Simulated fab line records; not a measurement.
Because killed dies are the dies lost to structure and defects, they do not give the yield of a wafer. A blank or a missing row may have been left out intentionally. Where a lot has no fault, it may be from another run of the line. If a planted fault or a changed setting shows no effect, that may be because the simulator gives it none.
Code-filled problem report in 8D (eight disciplines) form / flow sky130 / the parts of the form that need people (team, actions taken, sign-off) are left out

1. THE PROBLEM
Across 12 wafers from 4 lots, FIELD_ISO_CVD_03_THK at SKY_FIELD_ISO_THK_MEAS_04 averages 147.6 nm, while fault-free wafers read 164.6 nm with a standard deviation of 1.5. Relative to the usual mean, that is a shift of -11 standard deviations.
Seen first at day 2 11:49 on film metro-02, wafer L413.1. Wafers with a number at this step in the record: 27, from 9 lots. Rule for "out", or "out of limits": more than 4 standard deviations from the usual mean. The rest of the wafers with a number are treated as sound.

2. WHAT THIS IS AND IS NOT
question=which readings at this step | is=FIELD_ISO_CVD_03_THK | is not=-
question=which lots | is=L413, L414, L415, L417 | is not=L409, L410, L411, L412, L424
question=which wafers of those lots | is=all that have a number | is not=-
question=read on which gauges | is=film metro-01, film metro-02, film metro-04 | is not=-
question=when | is=from day 2 11:49 | is not=up to then (12 sound wafers); but 3 sound wafers of L424 came after

3. WHAT RULES OUT EACH SUSPECT
Counting: a tool stays on the suspect list if, at a process step up to the reading, it processed all lots that are out and no sound lot following the first of them.
- ruled out: the gauge at SKY_FIELD_ISO_THK_MEAS_04. 3 gauges (film metro-01, film metro-02, film metro-04) read the wafers that are out.
- lpcvd-02 at SKY_FIELD_ISO_CVD_03 (deposits Si3N4 from DCS/NH3, target thk 165 nm, time 2830 s): ruled out as a lasting fault. The sound lots L424 went through it after L413, its earliest lot that is out (day 2 10:02).
Left after counting: nothing in the record.

4. THE CAUSE (what the simulator had put in)
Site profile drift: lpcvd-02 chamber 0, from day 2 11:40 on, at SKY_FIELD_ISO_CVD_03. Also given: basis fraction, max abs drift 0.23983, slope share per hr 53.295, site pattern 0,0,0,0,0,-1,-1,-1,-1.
Counting ruled it out, wrongly: the rule takes a fault to strike every lot that its tool runs from its start on, and this one did not.

5. SEQUENCE OF EFFECTS, ordered by route
Each row: a reading where the mean over the struck wafers with a number is more than 3 standard deviations away from the usual. Scope: only readings with a usual standard deviation given in the record; hours: median across lots of the time from each lot's start at the first step in this table that gives one to its start at this step; sigmas: change in usual standard deviations.
hours=0; step=SKY_FIELD_ISO_THK_MEAS_04; reading=FIELD_ISO_CVD_03_THK; usual=164.6 nm; on struck wafers=147.6; change=-17.0; sigmas=-11
hours=16; step=SKY_FIELD_ISO_ETCH_15; reading=oes product au; usual=0.945 a.u.; on struck wafers=0.887; change=-0.058; sigmas=-8.4
Process steps it contains:
- SKY_FIELD_ISO_ETCH_15: etches the open film in CHF3/O2, stops on Si, target depth 180 nm, time 72 s.
At these later measuring or inspecting steps, every struck wafer for which the step has a row has a number for every such reading, and none has moved that far: SKY_METAL1_OVL_MEAS_16.

6. WHAT WOULD HAVE CAUGHT IT SOONER
0 hours passed between the start of the fault at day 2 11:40 and the first reading out of limits at a measuring or inspecting step in this record, taken at day 2 11:49.
Of the tool readings at SKY_FIELD_ISO_CVD_03 for which the record gives a usual standard deviation, none was out on any struck wafer, so an alarm limit of 4 standard deviations on them would not have fired.
